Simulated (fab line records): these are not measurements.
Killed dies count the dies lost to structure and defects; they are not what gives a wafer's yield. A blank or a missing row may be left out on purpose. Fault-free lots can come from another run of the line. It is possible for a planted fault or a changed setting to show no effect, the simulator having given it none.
Chamber matching	flow gf180mcu	GF_V2_CMP_04 on cmp-01: 4 sister chambers
The step polishes SiO2. 4 wafers are shown with their chamber, then 7 later ones without.

## WAFERS PAIRED WITH THEIR CHAMBERS
wafer	chamber	motor-current-A (A)
L660.1	0	10.7
L667.1	3	12.5
L675.1	1	11.5
L675.4	2	13.9

## WAFERS MISSING THEIR CHAMBER
wafer	motor-current-A (A)
L675.5	13.9
L679.1	13.3
L679.3	13.2
L679.6	13.4
L680.1	11.8
L680.3	13.1
L680.4	11.1

## CHAMBER TAKEN BY EACH
wafer	from the rows above	in truth
L675.5	2	2
L679.1	can't be placed: 2 or 3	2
L679.3	can't be placed: 3 or 2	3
L679.6	can't be placed: 2 or 3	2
L680.1	can't be placed: 1 or 3 or 0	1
L680.3	can't be placed: 3 or 2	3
L680.4	can't be placed: 0 or 1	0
Correct placement for 1 of the 7. From these rows, 6 cannot be placed; in 6 the true chamber is one of the candidates. Wrongly placed: 0.
How it was worked out, from the rows above alone: a wafer's distance from a chamber is the root of the sum, over the readings, of the square of ((its reading less the chamber's mean) divided by the reading's scatter). If the next closest chamber is less than 2 further off than the closest, the wafer can't be placed; otherwise it belongs to the closest. A chamber's mean is the mean of its shown wafers. The scatter (one wafer shown for each chamber): square how far every hidden wafer sits from the nearest shown wafer, average those squares and take the square root.
